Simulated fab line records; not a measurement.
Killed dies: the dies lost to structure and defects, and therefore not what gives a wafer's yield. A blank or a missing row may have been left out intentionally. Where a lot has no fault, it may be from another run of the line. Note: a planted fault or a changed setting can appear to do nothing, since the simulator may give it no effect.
fab line records ; flow gf180mcu
[record] lots = 5; wafers = 23
route steps=602 shown M2@371 V2@391 M3@412 V3@433 V4@480
startH: the number of hours between the record's first day and the start of the first shown wafer of the lot ; waitH: hours elapsed since this lot's preceding step ; " identical to the entry in the row above ; L1.1+2: several wafers, shown together as one row ; - no value, or no start given ; * or withheld: withheld ; < > ~ a bound
route shown NAME@n: names a module that has steps shown in the file, with the first one's number in the route ; usual: mean/standard deviation of fault-free wafers ; same: alike in all rows ; chamber/n: place in a boat ; sites: the reading at each site ; _std_site: the standard deviation of these ; _edge_site: inner sites' mean taken away from outer sites' mean ; radiusMm: how far each site lies from the wafer's centre ; mask NAME#n: copy n ; behind: the last tool/chamber to shape the wafer ; hold: cause of the lot's hold/its duration in hours/its outcome ; device: the n, p or np transistor that did not switch ; end of line: at the end of the route, the tests of the same wafers ; a step given without rows: its recipe and nothing more ; killed: count of dies lost to structure and defects at first sort (not the wafer's yield) ; map: a wafer's dies, x killed, . not, _ none there
set.NAME: the run value of the setting; set.NAME@STEP: its run value at that earlier step ; model.NAME: the simulator's own value behind a step, which no gauge read
lots run with intentionally changed settings; tables by step, rows by wafer
[[steps]]
[step GF_M2_COAT_09]
[recipe] resist = KrF; spinRpm = withheld; resistThkNm = 1000
lot.wafer;tool;chamber;startH;waitH;set.resistThkNm;model.KrF_of_M2_COAT_09.thkNm
L076.1;lithoTrack-01;0;448.63;0.1;1000;1006
L076.5;lithoTrack-01;0;448.63;0.1;1000;1005
L076.6;lithoTrack-01;0;448.63;0.1;1000;1007
L078.1;lithoTrack-01;0;463.73;0.1;1000;1000
L078.2;lithoTrack-01;0;463.73;0.1;1028;1022
L078.4;lithoTrack-01;0;463.73;0.1;1028;1024
L078.5;lithoTrack-01;0;463.73;0.1;1000;996.7
L078.6;lithoTrack-01;0;463.73;0.1;1000;996.8
L082.1;lithoTrack-02;0;497.01;0.1;1032;1034
L082.2;lithoTrack-02;0;497.01;0.1;1000;1001
L082.3;lithoTrack-02;0;497.01;0.1;1000;1005
L082.4;lithoTrack-02;0;497.01;0.1;1032;1035
L082.5;lithoTrack-02;0;497.01;0.1;1032;1036
L083.2;lithoTrack-02;0;502.44;0.1;1000;997.3
L083.3;lithoTrack-02;0;502.44;0.1;1000;999.7
L083.4;lithoTrack-02;0;502.44;0.1;1000;996.7
L083.5;lithoTrack-02;0;502.44;0.1;1000;998.2
L083.6;lithoTrack-02;0;502.44;0.1;1000;999
L084.2;lithoTrack-02;0;509.94;0.1;1035;1032
L084.3;lithoTrack-02;0;509.94;0.1;1000;1001
L084.4;lithoTrack-02;0;509.94;0.1;1000;994.5
L084.5;lithoTrack-02;0;509.94;0.1;1000;994.9
L084.6;lithoTrack-02;0;509.94;0.1;1035;1031
[step GF_M2_SOFTBAKE_10]
[recipe] tempC = 130; timeS = 60; resist = KrF
[step GF_M2_EXPOSE_11]
[recipe] maskId = Metal2; targetCdNm = 280; na = 0.68; sourceShape = conventional; sigmaOuter = 0.6; doseMj = 28
[step GF_M2_METAL_ETCH_16]
[recipe] chemistry = Cl2/BCl3; maskMaterial = KrF; targetDepthNm = 627.5; stopOn = SiO2; pressureMtorr = 8; icpW = 800; biasW = 140; Cl2_flow_sccm = 80; bcl3FlowSccm = 40; timeS = 104.6
lot.wafer;tool;chamber;startH;waitH;set.resistThkNm@M2_COAT_09;model.KrF_of_M2_COAT_09.thkNm
L076.1;rieMetal-01;0;460.77;0.0;1000;742.3
L076.5;rieMetal-01;0;460.77;0.0;1000;738
L076.6;rieMetal-01;1;460.77;0.0;1000;737.6
L078.1;rieMetal-01;1;475.49;0.0;1000;733.8
L078.2;rieMetal-01;0;475.49;0.0;1028;759.5
L078.4;rieMetal-01;0;475.49;0.0;1028;760.6
L078.5;rieMetal-01;0;475.49;0.0;1000;731.7
L078.6;rieMetal-01;1;475.49;0.0;1000;731.5
L082.1;rieMetal-04;1;509.34;0.0;1032;765.8
L082.2;rieMetal-04;1;509.34;0.0;1000;731.5
L082.3;rieMetal-04;1;509.34;0.0;1000;735
L082.4;rieMetal-04;1;509.34;0.0;1032;764
L082.5;rieMetal-04;1;509.34;0.0;1032;768.2
L083.2;rieMetal-01;1;514.39;0.0;1000;727.4
L083.3;rieMetal-01;0;514.39;0.0;1000;734.2
L083.4;rieMetal-01;1;514.39;0.0;1000;726.2
L083.5;rieMetal-01;1;514.39;0.0;1000;728.3
L083.6;rieMetal-01;0;514.39;0.0;1000;735
L084.2;rieMetal-03;1;521.59;0.0;1035;761.2
L084.3;rieMetal-03;0;521.59;0.0;1000;733.9
L084.4;rieMetal-03;1;521.59;0.0;1000;723.5
L084.5;rieMetal-03;0;521.59;0.0;1000;728.9
L084.6;rieMetal-03;1;521.59;0.0;1035;760.8
[step GF_M2_STRIP_17]
[recipe] chemistry = O2/N2; powerW = 1400; pressureMtorr = 1500; platenTempC = 250; o2FlowSccm = 3000; n2FlowSccm = 300; overashFraction = 0.5
[usual] oesProductAu = 0.556/0.0046; stripTimeToEndpointS = 7.83/0.041
lot.wafer;tool;chamber;startH;waitH;set.resistThkNm@M2_COAT_09;oesProductAu;stripTimeToEndpointS
L076.1;plasmaAsher-01;1;460.88;0.1;1000;0.563;7.93
L076.5;plasmaAsher-01;0;460.88;0.1;1000;0.550;7.89
L076.6;plasmaAsher-01;1;460.88;0.1;1000;0.558;7.91
L078.1;plasmaAsher-01;0;475.60;0.1;1000;0.553;7.87
L078.2;plasmaAsher-01;1;475.60;0.1;1028;0.571;8.11
L078.4;plasmaAsher-01;1;475.60;0.1;1028;0.577;8.13
L078.5;plasmaAsher-01;1;475.60;0.1;1000;0.554;7.84
L078.6;plasmaAsher-01;0;475.60;0.1;1000;0.555;7.84
L082.1;plasmaAsher-04;0;509.56;0.2;1032;0.568;8.18
L082.2;plasmaAsher-04;1;509.56;0.2;1000;0.556;7.84
L082.3;plasmaAsher-04;0;509.56;0.2;1000;0.550;7.88
L082.4;plasmaAsher-04;1;509.56;0.2;1032;0.568;8.16
L082.5;plasmaAsher-04;0;509.56;0.2;1032;0.568;8.20
L083.2;plasmaAsher-03;1;514.50;0.1;1000;0.561;7.79
L083.3;plasmaAsher-03;1;514.50;0.1;1000;0.561;7.86
L083.4;plasmaAsher-03;0;514.50;0.1;1000;0.557;7.80
L083.5;plasmaAsher-03;1;514.50;0.1;1000;0.555;7.79
L083.6;plasmaAsher-03;0;514.50;0.1;1000;0.562;7.88
L084.2;plasmaAsher-04;0;521.70;0.1;1035;0.574;8.13
L084.3;plasmaAsher-04;0;521.70;0.1;1000;0.560;7.86
L084.4;plasmaAsher-04;1;521.70;0.1;1000;0.554;7.77
L084.5;plasmaAsher-04;1;521.70;0.1;1000;0.551;7.82
L084.6;plasmaAsher-04;0;521.70;0.1;1035;0.568;8.14
[step GF_V2_COAT_09]
[recipe] resist = KrF; spinRpm = withheld; resistThkNm = 1000
lot.wafer;tool;chamber;startH;waitH;set.resistThkNm;model.KrF_of_V2_COAT_09.thkNm
L076.1;lithoTrack-01;0;-;-;1000;1000
L076.5;lithoTrack-01;0;-;-;1000;1002
L076.6;lithoTrack-01;0;-;-;1000;1004
L078.1;lithoTrack-04;0;-;-;1025;1025
L078.2;lithoTrack-04;0;-;-;1000;997.9
L078.4;lithoTrack-04;0;-;-;1025;1022
L078.5;lithoTrack-04;0;-;-;1000;1002
L078.6;lithoTrack-04;0;-;-;1000;996.8
L082.1;lithoTrack-04;0;-;-;982.8;982.6
L082.2;lithoTrack-04;0;-;-;1000;996.6
L082.3;lithoTrack-04;0;-;-;982.8;984
L082.4;lithoTrack-04;0;-;-;1000;1001
L082.5;lithoTrack-04;0;-;-;1000;999.1
L083.2;lithoTrack-01;0;-;-;1000;1005
L083.3;lithoTrack-01;0;-;-;945.4;950.6
L083.4;lithoTrack-01;0;-;-;1000;1006
L083.5;lithoTrack-01;0;-;-;945.4;948.1
L083.6;lithoTrack-01;0;-;-;1000;1004
L084.2;lithoTrack-03;0;-;-;1044;1040
L084.3;lithoTrack-03;0;-;-;1000;997
L084.4;lithoTrack-03;0;-;-;1044;1042
L084.5;lithoTrack-03;0;-;-;1044;1043
L084.6;lithoTrack-03;0;-;-;1000;999.1
[step GF_V2_ETCH_16]
[recipe] chemistry = N2/H2; targetDepthA = withheld; overetchA = withheld; timeS = withheld; target = BARC; ionEnergyEv = 200; sourceW = 500; biasW = 100; pressureMtorr = 30; n2FlowSccm = 100; h2FlowSccm = 200
lot.wafer;tool;chamber;startH;waitH;set.ionEnergyEv
L076.1+5+6;rieDiel-01;2,0,3;486.69;0.0;200
L078.1+4+6;rieDiel-04;2,1,2;500.26;0.0;182.2
L078.2+5;rieDiel-04;3,1;500.26;0.0;200
L082.1+3+5;rieDiel-04;0,1,2;533.84;0.0;210.7
L082.2+4;rieDiel-04;2,3;533.84;0.0;200
L083.2+3+5;rieDiel-03;0,1,3;537.84;0.0;192.1
L083.4+6;rieDiel-03;1,0;537.84;0.0;200
L084.2+3;rieDiel-04;2,3;550.84;0.0;212
L084.4+5+6;rieDiel-04;1,1,0;550.84;0.0;200
[step GF_V2_ETCH_17]
[recipe] chemistry = C4F8/O2/Ar; maskMaterial = KrF; target = SiO2; stopOn = TiN; sourceW = 1500; biasW = 1200; pressureMtorr = 40; c4f8FlowSccm = withheld; O2_flow_sccm = 6; Ar_flow_sccm = 300; timeS = withheld; targetDepthA = 6300
[step GF_V2_STRIP_18]
[recipe] chemistry = O2/N2; powerW = 1400; pressureMtorr = 1500; platenTempC = 250; o2FlowSccm = 3000; n2FlowSccm = 300; overashFraction = 0.5
[usual] oesProductAu = 0.592/0.0048
lot.wafer;tool;chamber;startH;waitH;set.resistThkNm@V2_COAT_09;oesProductAu
L076.1;plasmaAsher-03;1;486.82;-;1000;0.594
L076.5;plasmaAsher-03;1;486.82;-;1000;0.585
L076.6;plasmaAsher-03;0;486.82;-;1000;0.589
L078.1;plasmaAsher-03;1;500.39;-;1025;0.602
L078.2;plasmaAsher-03;0;500.39;-;1000;0.589
L078.4;plasmaAsher-03;1;500.39;-;1025;0.604
L078.5;plasmaAsher-03;0;500.39;-;1000;0.596
L078.6;plasmaAsher-03;1;500.39;-;1000;0.594
L082.1;plasmaAsher-03;0;533.97;-;982.8;0.583
L082.2;plasmaAsher-03;1;533.97;-;1000;0.590
L082.3;plasmaAsher-03;0;533.97;-;982.8;0.591
L082.4;plasmaAsher-03;1;533.97;-;1000;0.597
L082.5;plasmaAsher-03;0;533.97;-;1000;0.593
L083.2;plasmaAsher-02;1;537.97;-;1000;0.600
L083.3;plasmaAsher-02;1;537.97;-;945.4;0.579
L083.4;plasmaAsher-02;0;537.97;-;1000;0.588
L083.5;plasmaAsher-02;1;537.97;-;945.4;0.575
L083.6;plasmaAsher-02;0;537.97;-;1000;0.598
L084.2;plasmaAsher-03;0;550.96;-;1044;0.616
L084.3;plasmaAsher-03;1;550.96;-;1000;0.590
L084.4;plasmaAsher-03;0;550.96;-;1044;0.604
L084.5;plasmaAsher-03;1;550.96;-;1044;0.609
L084.6;plasmaAsher-03;0;550.96;-;1000;0.595
[step GF_M3_SPUTTER_03]
[recipe] material = Ti; targetThkNm = 10; substrateTempC = 300; chamberPressurePa = 0.3; powerW = 3000; timeS = 6.7
lot.wafer;tool;chamber;startH;waitH;set.powerW;model.Ti_of_M3_SPUTTER_03.thkNm
L076.1;pvdSputter-02;-;488.20;0.0;3000;9.976
L076.5;pvdSputter-02;-;488.20;0.0;3000;10.03
L076.6;pvdSputter-02;-;488.20;0.0;3000;10.11
L078.1;pvdSputter-02;-;501.78;0.0;3197;10.36
L078.2;pvdSputter-02;-;501.78;0.0;3197;10.2
L078.4;pvdSputter-02;-;501.78;0.0;3000;9.772
L078.5;pvdSputter-02;-;501.78;0.0;3197;10.5
L078.6;pvdSputter-02;-;501.78;0.0;3000;9.65
L082.1;pvdSputter-02;-;535.39;0.0;3115;10.56
L082.2;pvdSputter-02;-;535.39;0.0;3115;10.55
L082.3;pvdSputter-02;-;535.39;0.0;3000;10.09
L082.4;pvdSputter-02;-;535.39;0.0;3000;10.26
L082.5;pvdSputter-02;-;535.39;0.0;3000;9.946
L083.2;pvdSputter-02;-;539.36;0.0;3000;9.997
L083.3;pvdSputter-02;-;539.36;0.0;3000;10.17
L083.4;pvdSputter-02;-;539.36;0.0;3000;10.09
L083.5;pvdSputter-02;-;539.36;0.0;3269;10.86
L083.6;pvdSputter-02;-;539.36;0.0;3269;10.81
L084.2;pvdSputter-04;-;552.46;0.0;3000;9.942
L084.3;pvdSputter-04;-;552.46;0.0;3000;10.09
L084.4;pvdSputter-04;-;552.46;0.0;2839;9.489
L084.5;pvdSputter-04;-;552.46;0.0;3000;9.992
L084.6;pvdSputter-04;-;552.46;0.0;2839;9.542
[step GF_M3_METAL_ETCH_16]
[recipe] chemistry = Cl2/BCl3; maskMaterial = KrF; targetDepthNm = 627.5; stopOn = SiO2; pressureMtorr = 8; icpW = 800; biasW = 140; Cl2_flow_sccm = 80; bcl3FlowSccm = 40; timeS = 104.6
lot.wafer;tool;chamber;startH;waitH;set.icpW
L076.1+5+6;rieMetal-02;1,1,0;511.57;0.0;800
L078.1+2+6;rieMetal-01;0,1,1;525.32;0.0;800
L078.4+5;rieMetal-01;1,0;525.32;0.0;871.6
L082.1+4;rieMetal-03;0;558.21;0.0;800
L082.2+3+5;rieMetal-03;1;558.21;0.0;876.4
L083.2+4+5;rieMetal-01;0,1,0;561.72;0.0;830.5
L083.3+6;rieMetal-01;0,1;561.72;0.0;800
L084.2+3+4+5+6;rieMetal-01;1,0,1,1,0;574.54;0.0;800
[step GF_M3_STRIP_17]
[recipe] chemistry = O2/N2; powerW = 1400; pressureMtorr = 1500; platenTempC = 250; o2FlowSccm = 3000; n2FlowSccm = 300; overashFraction = 0.5
[usual] stripTimeToEndpointS = 7.87/0.042
lot.wafer;tool;chamber;startH;waitH;set.icpW@M3_METAL_ETCH_16;stripTimeToEndpointS
L076.1;plasmaAsher-02;0;511.68;0.1;800;7.83
L076.5;plasmaAsher-02;0;511.68;0.1;800;7.87
L076.6;plasmaAsher-02;1;511.68;0.1;800;7.88
L078.1;plasmaAsher-04;1;525.43;0.1;800;7.87
L078.2;plasmaAsher-04;0;525.43;0.1;800;7.86
L078.4;plasmaAsher-04;0;525.43;0.1;871.6;7.64
L078.5;plasmaAsher-04;0;525.43;0.1;871.6;7.66
L078.6;plasmaAsher-04;1;525.43;0.1;800;7.90
L082.1;plasmaAsher-02;1;558.33;0.1;800;7.86
L082.2;plasmaAsher-02;0;558.33;0.1;876.4;7.60
L082.3;plasmaAsher-02;0;558.33;0.1;876.4;7.59
L082.4;plasmaAsher-02;1;558.33;0.1;800;7.83
L082.5;plasmaAsher-02;0;558.33;0.1;876.4;7.56
L083.2;plasmaAsher-02;0;561.83;0.1;830.5;7.78
L083.3;plasmaAsher-02;1;561.83;0.1;800;7.90
L083.4;plasmaAsher-02;0;561.83;0.1;830.5;7.73
L083.5;plasmaAsher-02;0;561.83;0.1;830.5;7.78
L083.6;plasmaAsher-02;1;561.83;0.1;800;7.82
L084.2;plasmaAsher-01;0;574.65;0.1;800;7.91
L084.3;plasmaAsher-01;0;574.65;0.1;800;7.91
L084.4;plasmaAsher-01;1;574.65;0.1;800;7.91
L084.5;plasmaAsher-01;1;574.65;0.1;800;7.88
L084.6;plasmaAsher-01;0;574.65;0.1;800;7.95
[step GF_V3_CMP_04]
[recipe] material = SiO2; downForcePsi = 4; platenRpm = 60; padVelocityMS = 0.94248
[usual] timeToEndpointS = 80/5.3
lot.wafer;tool;chamber;startH;waitH;set.leaveAboveRefNm;timeToEndpointS;model.SiO2_of_V3_CVD_02.thkNm
L076.1;cmp-02;2;512.52;0.1;632.5;78;632.7
L076.5;cmp-02;2;512.52;0.1;632.5;80;634
L076.6;cmp-02;3;512.52;0.1;632.5;80;633.3
L078.4;cmp-02;3;529.22;3.0;632.5;88;633.5
L078.2;cmp-02;0;529.22;3.0;632.5;84;633.7
L078.1;cmp-02;1;529.22;3.0;663.7;69;664.4
L078.6;cmp-02;3;529.22;3.0;632.5;85;633.9
L078.5;cmp-02;0;529.22;3.0;663.7;75;664.8
L082.3;cmp-02;3;559.15;0.0;671.1;65;669.8
L082.1;cmp-02;0;559.15;0.0;671.1;61;672.4
L082.4;cmp-02;1;559.15;0.0;632.5;82;630.3
L082.2;cmp-02;2;559.15;0.0;671.1;55;670.4
L082.5;cmp-02;0;559.15;0.0;632.5;81;632.5
L083.4;cmp-01;1;562.66;0.0;668.8;68;667.3
L083.2;cmp-01;3;562.66;0.0;668.8;63;668
L083.3;cmp-01;0;562.66;0.0;632.5;91;633.8
L083.5;cmp-01;1;562.66;0.0;632.5;81;631.6
L083.6;cmp-01;2;562.66;0.0;668.8;71;668
L084.4;cmp-02;1;575.60;0.1;632.5;83;632.3
L084.2;cmp-02;2;575.60;0.1;672.3;57;670.6
L084.3;cmp-02;3;575.60;0.1;632.5;77;632.8
L084.6;cmp-02;0;575.60;0.1;672.3;68;674.1
L084.5;cmp-02;1;575.60;0.1;632.5;79;632.5
[step GF_V3_COAT_09]
[recipe] resist = KrF; spinRpm = withheld; resistThkNm = 1000
lot.wafer;tool;chamber;startH;waitH;set.resistThkNm;model.KrF_of_V3_COAT_09.thkNm
L076.1;lithoTrack-03;0;-;-;1000;995.3
L076.5;lithoTrack-03;0;-;-;1000;998
L076.6;lithoTrack-03;0;-;-;1000;999.9
L078.1;lithoTrack-04;0;-;-;1026;1026
L078.2;lithoTrack-04;0;-;-;1000;998.9
L078.4;lithoTrack-04;0;-;-;1026;1021
L078.5;lithoTrack-04;0;-;-;1000;998.3
L078.6;lithoTrack-04;0;-;-;1000;998.1
L082.1+4;lithoTrack-03;0;-;-;1000;1001
L082.2+3;lithoTrack-03;0;-;-;1000;1004
L082.5;lithoTrack-03;0;-;-;1000;999.4
L083.2;lithoTrack-03;0;-;-;1000;1001
L083.3;lithoTrack-03;0;-;-;1000;995.5
L083.4;lithoTrack-03;0;-;-;1000;999.3
L083.5;lithoTrack-03;0;-;-;1000;1000
L083.6;lithoTrack-03;0;-;-;1000;999
L084.2;lithoTrack-03;0;-;-;1000;1005
L084.3;lithoTrack-03;0;-;-;1038;1042
L084.4;lithoTrack-03;0;-;-;1038;1041
L084.5;lithoTrack-03;0;-;-;1000;1004
L084.6;lithoTrack-03;0;-;-;1038;1045
[step GF_V4_CMP_04]
[recipe] material = SiO2; downForcePsi = 4; platenRpm = 60; padVelocityMS = 0.94248
[usual] timeToEndpointS = 78/7.2
lot.wafer;tool;chamber;startH;waitH;set.leaveAboveRefNm;timeToEndpointS;model.SiO2_of_V4_CVD_02.thkNm
L076.1;cmp-02;2;560.31;0.1;632.5;69;631.5
L076.5;cmp-02;2;560.31;0.1;632.5;77;631.8
L076.6;cmp-02;3;560.31;0.1;632.5;87;631.7
L078.1;cmp-02;0;576.26;0.1;632.5;86;633
L078.2;cmp-02;1;576.26;0.1;632.5;73;633
L078.4;cmp-02;3;576.26;0.1;669.4;67;670.2
L078.5;cmp-02;0;576.26;0.1;669.4;70;670.6
L078.6;cmp-02;1;576.26;0.1;632.5;82;632.6
L082.2;cmp-02;2;604.82;0.0;675.8;51;673.7
L082.4;cmp-02;3;604.82;0.0;632.5;74;631.2
L082.1;cmp-02;0;604.82;0.0;632.5;69;632.3
L082.3;cmp-02;1;604.82;0.0;675.8;49;675.2
L082.5;cmp-02;2;604.82;0.0;632.5;64;630
L083.3;cmp-02;2;610.41;0.0;632.5;63;632.6
L083.2;cmp-02;3;610.41;0.0;632.5;71;632.4
L083.4;cmp-02;0;610.41;0.0;586.4;98;587.4
L083.5;cmp-02;2;610.41;0.0;632.5;74;630.9
L083.6;cmp-02;3;610.41;0.0;586.4;89;588
L084.4;cmp-01;1;620.71;0.0;632.5;79;631.7
L084.2;cmp-01;3;620.71;0.0;650;67;651.6
L084.3;cmp-01;0;620.71;0.0;650;75;652.9
L084.5;cmp-01;1;620.71;0.0;632.5;76;632.2
L084.6;cmp-01;2;620.71;0.0;650;70;651.6
[step GF_V4_PEB_12]
[recipe] pebTempC = 135; pebTimeS = 90; resist = KrF
lot.wafer;tool;chamber;startH;waitH;set.pebTimeS
L076.1+5+6;lithoTrack-04;0;-;-;90
L078.1+6;lithoTrack-01;0;-;-;90
L078.2+4+5;lithoTrack-01;0;-;-;83.38
L082.1+3+5;lithoTrack-01;0;-;-;103.4
L082.2+4;lithoTrack-01;0;-;-;90
L083.2+3+4;lithoTrack-01;0;-;-;90
L083.5+6;lithoTrack-01;0;-;-;83.85
L084.2+4;lithoTrack-01;0;-;-;90
L084.3+5+6;lithoTrack-01;0;-;-;102.3
[step GF_V4_DEVELOP_13]
[recipe] developTimeS = 60; resist = KrF; devTempC = 21
[step GF_V4_CD_MEAS_14]
[recipe] targetCdNm = 260
[usual] cdNm = 259.7/1.2
lot.wafer;tool;chamber;startH;waitH;set.pebTimeS@V4_PEB_12;cdNm
L076.1;cdSem-01;-;582.81;0.1;90;260.3
L076.5;cdSem-01;-;582.81;0.1;90;259.0
L076.6;cdSem-01;-;582.81;0.1;90;258.9
L078.1;cdSem-01;-;597.33;0.1;90;257.7
L078.2;cdSem-01;-;597.33;0.1;83.38;255.6
L078.4;cdSem-01;-;597.33;0.1;83.38;256.3
L078.5;cdSem-01;-;597.33;0.1;83.38;255.8
L078.6;cdSem-01;-;597.33;0.1;90;258.4
L082.1;cdSem-01;-;625.73;0.1;103.4;263.8
L082.2;cdSem-01;-;625.73;0.1;90;261.6
L082.3;cdSem-01;-;625.73;0.1;103.4;264.6
L082.4;cdSem-01;-;625.73;0.1;90;260.6
L082.5;cdSem-01;-;625.73;0.1;103.4;262.8
L083.2;cdSem-01;-;631.35;0.1;90;262.0
L083.3;cdSem-01;-;631.35;0.1;90;262.3
L083.4;cdSem-01;-;631.35;0.1;90;262.5
L083.5;cdSem-01;-;631.35;0.1;83.85;260.0
L083.6;cdSem-01;-;631.35;0.1;83.85;260.1
L084.2;cdSem-01;-;641.55;0.1;90;260.6
L084.3;cdSem-01;-;641.55;0.1;102.3;262.8
L084.4;cdSem-01;-;641.55;0.1;90;260.7
L084.5;cdSem-01;-;641.55;0.1;102.3;263.2
L084.6;cdSem-01;-;641.55;0.1;102.3;262.9
[step GF_V4_ETCH_16]
[recipe] chemistry = N2/H2; targetDepthA = withheld; overetchA = withheld; timeS = withheld; target = BARC; ionEnergyEv = 200; sourceW = 500; biasW = 100; pressureMtorr = 30; n2FlowSccm = 100; h2FlowSccm = 200
lot.wafer;tool;chamber;startH;waitH;set.pebTimeS@V4_PEB_12;model.V4.cdNm
L076.1;rieDiel-03;0;582.96;0.0;*;260.9
L076.5;rieDiel-03;2;582.96;0.0;*;259.6
L076.6;rieDiel-03;1;582.96;0.0;*;259.5
L078.1;rieDiel-01;2;597.49;0.0;*;257.7
L078.2;rieDiel-01;1;597.49;0.0;*;255.1
L078.4;rieDiel-01;0;597.49;0.0;*;257.2
L078.5;rieDiel-01;0;597.49;0.0;*;256.1
L078.6;rieDiel-01;3;597.49;0.0;*;257.3
L082.1;rieDiel-01;3;625.89;0.0;*;263.3
L082.2;rieDiel-01;0;625.89;0.0;*;262.3
L082.3;rieDiel-01;2;625.89;0.0;*;265.2
L082.4;rieDiel-01;3;625.89;0.0;*;260
L082.5;rieDiel-01;0;625.89;0.0;*;263.6
L083.2;rieDiel-02;0;631.49;0.0;*;261.6
L083.3;rieDiel-02;1;631.49;0.0;*;261.2
L083.4;rieDiel-02;2;631.49;0.0;*;261.4
L083.5+6;rieDiel-02;2,1;631.49;0.0;*;259.8
L084.2;rieDiel-03;1;641.69;0.0;*;260.7
L084.3;rieDiel-03;3;641.69;0.0;*;263.8
L084.4;rieDiel-03;0;641.69;0.0;*;260.3
L084.5;rieDiel-03;2;641.69;0.0;*;263.6
L084.6;rieDiel-03;3;641.69;0.0;*;263.9
[step GF_V4_ETCH_17]
[recipe] chemistry = C4F8/O2/Ar; maskMaterial = KrF; target = SiO2; stopOn = TiN; sourceW = 1500; biasW = 1200; pressureMtorr = 40; c4f8FlowSccm = withheld; O2_flow_sccm = 6; Ar_flow_sccm = 300; timeS = withheld; targetDepthA = 6300
[usual] oesProductAu = 0.856/0.0046
lot.wafer;tool;chamber;startH;waitH;set.biasW;set.leaveAboveRefNm@V4_CMP_04;oesProductAu;model.V4.featureDepthNm
L076.1;rieDiel-03;0;-;-;1200;632.5;0.849;631.5
L076.5;rieDiel-03;2;-;-;1200;632.5;0.857;631.8
L076.6;rieDiel-03;1;-;-;1200;632.5;0.856;631.7
L078.1;rieDiel-01;2;-;-;1295;632.5;0.870;633.6
L078.2;rieDiel-01;1;-;-;1200;632.5;0.861;633
L078.4;rieDiel-01;0;-;-;1200;669.4;0.884;670.2
L078.5;rieDiel-01;0;-;-;1295;669.4;0.885;671.2
L078.6;rieDiel-01;3;-;-;1295;632.5;0.853;633.3
L082.1;rieDiel-01;3;-;-;1297;632.5;0.860;633
L082.2;rieDiel-01;0;-;-;1200;675.8;0.893;673.7
L082.3;rieDiel-01;2;-;-;1297;675.8;0.882;675.8
L082.4;rieDiel-01;3;-;-;1200;632.5;0.852;631.2
L082.5;rieDiel-01;0;-;-;1200;632.5;0.852;630
L083.2;rieDiel-02;0;-;-;1096;632.5;0.853;632.4
L083.3;rieDiel-02;1;-;-;1200;632.5;0.862;632.6
L083.4;rieDiel-02;2;-;-;1200;586.4;0.823;587.4
L083.5;rieDiel-02;2;-;-;1096;632.5;0.847;630.9
L083.6;rieDiel-02;1;-;-;1200;586.4;0.822;588
L084.2;rieDiel-03;1;-;-;1200;650;0.865;651.6
L084.3;rieDiel-03;3;-;-;1292;650;0.869;653.6
L084.4;rieDiel-03;0;-;-;1200;632.5;0.854;631.7
L084.5;rieDiel-03;2;-;-;1292;632.5;0.857;632.8
L084.6;rieDiel-03;3;-;-;1200;650;0.874;651.6
[[key]]
[split] step = GF_M2_COAT_09; setting = resistThkNm; stated = 1000; by = wafer
[response] step = GF_M2_COAT_09; reading = model.KrF_of_M2_COAT_09.thkNm; change = +9.75; per = 1%; r = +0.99
[response] step = GF_M2_METAL_ETCH_16; reading = model.KrF_of_M2_COAT_09.thkNm; change = +9.73; per = 1%; r = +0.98
[response] step = GF_M2_STRIP_17; reading = oesProductAu; change = +0.00528; per = 1%; r = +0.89
[response] step = GF_M2_STRIP_17; reading = stripTimeToEndpointS; change = *; per = 1%; r = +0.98
[split] step = GF_V2_COAT_09; setting = resistThkNm; stated = 1000; by = wafer
[response] step = GF_V2_COAT_09; reading = model.KrF_of_V2_COAT_09.thkNm; change = +9.99; per = 1%; r = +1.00
[response] step = GF_V2_STRIP_18; reading = oesProductAu; change = +0.0036; per = 1%; r = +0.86
[split] step = GF_V2_ETCH_16; setting = ionEnergyEv; stated = 200; by = wafer
response none clear
[split] step = GF_M3_SPUTTER_03; setting = powerW; stated = 3000; by = wafer
[response] step = GF_M3_SPUTTER_03; reading = model.Ti_of_M3_SPUTTER_03.thkNm; change = +0.092; per = 1%; r = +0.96
[split] step = GF_M3_METAL_ETCH_16; setting = icpW; stated = 800; by = wafer
[response] step = GF_M3_STRIP_17; reading = stripTimeToEndpointS; change = *; per = 1%; r = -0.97
[split] step = GF_V3_CMP_04; setting = leaveAboveRefNm; stated = 632.5; by = wafer
[response] step = GF_V3_CMP_04; reading = timeToEndpointS; change = *; per = 1%; r = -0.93
[response] step = GF_V3_CMP_04; reading = model.SiO2_of_V3_CVD_02.thkNm; change = +6.31; per = 1%; r = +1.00
[split] step = GF_V3_COAT_09; setting = resistThkNm; stated = 1000; by = wafer
[response] step = GF_V3_COAT_09; reading = model.KrF_of_V3_COAT_09.thkNm; change = +9.92; per = 1%; r = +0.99
[split] step = GF_V4_CMP_04; setting = leaveAboveRefNm; stated = 632.5; by = wafer
[response] step = GF_V4_CMP_04; reading = timeToEndpointS; change = *; per = 1%; r = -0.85
[response] step = GF_V4_CMP_04; reading = model.SiO2_of_V4_CVD_02.thkNm; change = +6.3; per = 1%; r = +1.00
[response] step = GF_V4_ETCH_17; reading = oesProductAu; change = +0.00444; per = 1%; r = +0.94
[response] step = GF_V4_ETCH_17; reading = model.V4.featureDepthNm; change = +6.3; per = 1%; r = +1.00
[split] step = GF_V4_PEB_12; setting = pebTimeS; stated = 90; by = wafer
[response] step = GF_V4_CD_MEAS_14; reading = cdNm; change = +0.199; per = 1%; r = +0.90
[response] step = GF_V4_ETCH_16; reading = model.V4.cdNm; change = +0.215; per = 1%; r = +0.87
[split] step = GF_V4_ETCH_17; setting = biasW; stated = 1200; by = wafer
response none clear
